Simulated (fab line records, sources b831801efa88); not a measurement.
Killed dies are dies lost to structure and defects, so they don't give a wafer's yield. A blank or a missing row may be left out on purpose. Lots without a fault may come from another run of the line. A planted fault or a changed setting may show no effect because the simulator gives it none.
Problem report in the 8D (eight disciplines) form, filled by code | flow sky130 | the parts of the form that need people (team, actions taken, sign-off) are left out

1. THE PROBLEM
run_length_s at SKY_FIELD_ISO_ETCH_17 reads a mean of 130.4 s on 2 wafers of 1 lot; wafers without a fault read 126.2 s with a standard deviation of 0.41. That is +10 standard deviations from the usual mean.
The step: etches Si in HBr/Cl2/O2, target depth 342 nm, time 97.7 s.
First seen on wafer L160.3, day 5 11:46, on rie_si-01. The record holds 36 wafers of 12 lots with a number at this step. Rule for "out", or "out of limits": more than 4 standard deviations from the usual mean. The other wafers with a number count as sound.

2. WHAT IT IS AND WHAT IT IS NOT
question                    | is               | is not
which readings at this step | run_length_s     | bias_w, drypump_motor_current_A, oes_product_au, throttle_valve_pct
which lots                  | L160             | L145, L146, L147, L148, L149, L150, L152, L153, L155, L161, L164
which wafers of those lots  | L160.3, L160.6   | L160.1
read on which tools         | rie_si-01        | rie_si-02
when                        | from day 5 11:46 | up to then (28 sound wafers); but 6 sound wafers of L161, L164 came after

3. SUSPECTS, AND WHAT RULES EACH OUT
Counting: a tool at a process step up to the reading stays a suspect if it ran every lot that is out. Sound lots after the first of them don't rule it out here, since some wafers of a struck lot are sound.
- rie_si-01 at SKY_FIELD_ISO_ETCH_17 (etches Si in HBr/Cl2/O2, target depth 342 nm, time 97.7 s): kept. It ran the lot that is out, L160 (day 5 11:46); its last sound lot up to then is L152 (day 3 16:46). Its own readings are out on those wafers: run_length_s.
- Within rie_si-01 at SKY_FIELD_ISO_ETCH_17: the wafers that are out ran in chamber 0; their sound lot-mates ran in chamber 1.
Left after counting: rie_si-01 at SKY_FIELD_ISO_ETCH_17.

4. THE CAUSE (what the simulator had put in)
Process parameter drift: rie_si-01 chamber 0, from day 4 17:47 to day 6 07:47, at SKY_FIELD_ISO_ETCH_17. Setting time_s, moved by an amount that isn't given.
Counting left only this tool.

5. THE CHAIN OF EFFECTS, in route order
Each row: a reading whose mean over the struck wafers that have a number lies more than 3 standard deviations from the usual. Only readings for which the record gives a usual standard deviation are gone through. hours: the time from each lot's start at the first step in this table that gives one to its start at this step, as a median over the lots. sigmas: the change in usual standard deviations.
hours | step                  | reading      | usual   | on struck wafers | change | sigmas
0     | SKY_FIELD_ISO_ETCH_17 | run_length_s | 126.2 s | 130.4            | +4.2   | +10
The process steps in it:
- SKY_FIELD_ISO_ETCH_17: etches Si in HBr/Cl2/O2, target depth 342 nm, time 97.7 s.
Later measuring or inspecting steps at which every struck wafer that the step has a row for has a number for every such reading, and none has moved that far: SKY_CONTACT_THK_MEAS_26.

6. WHAT WOULD HAVE CAUGHT IT SOONER
In this record the first reading out of limits was taken at day 5 11:46, 18 hours after the fault began at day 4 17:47.
